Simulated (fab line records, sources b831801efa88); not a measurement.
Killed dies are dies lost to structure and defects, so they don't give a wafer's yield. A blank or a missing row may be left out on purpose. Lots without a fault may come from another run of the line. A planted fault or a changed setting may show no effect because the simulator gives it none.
Which tool did it? | flow gf180mcu | 6 lots, 18 wafers sampled, at 1 step of a route of 602

WHAT THE GAUGES READ, wafer by wafer
GF_V4_CD_MEAS_14: target cd 260 nm.
lot  | measured     | on        | cd_nm (nm)
L839 | day 24 21:47 | cd_sem-01 | 258.6 258.1 260.2
L843 | day 26 09:29 | cd_sem-01 | 257.3 259.7 259.8
L845 | day 27 06:32 | cd_sem-02 | 259.5 259.0 259.0
L848 | day 28 05:53 | cd_sem-01 | 260.1 258.7 259.6
L856 | day 30 06:55 | cd_sem-02 | 257.9 258.3 258.9
L860 | day 31 07:54 | cd_sem-02 | 258.7 259.7 259.7

WHICH TOOL RAN EACH LOT (tool, then ch and the chambers of the sampled wafers, then the start)
The record holds no process step before these readings.

THE ANSWER, worked out from the rows above alone
Rule: what is usual is taken from the lots themselves. Put in order of their means at a reading, lots are off if they are a third of the lots or fewer, leave a main group of 4 or more, and stand apart from it by a gap of 3 or more times the standard deviation of the main group's means; of several such gaps the widest counts. A main group whose means are all the same, to the digits that the tables above print for the reading, isn't used. A lot without any number at a reading at which 4 lots or more have one is off too. The other lots that the step has rows for count as sound.
No lot is off at any reading shown: from this, nothing can be told.

WHAT THE SIMULATOR HAD PUT IN
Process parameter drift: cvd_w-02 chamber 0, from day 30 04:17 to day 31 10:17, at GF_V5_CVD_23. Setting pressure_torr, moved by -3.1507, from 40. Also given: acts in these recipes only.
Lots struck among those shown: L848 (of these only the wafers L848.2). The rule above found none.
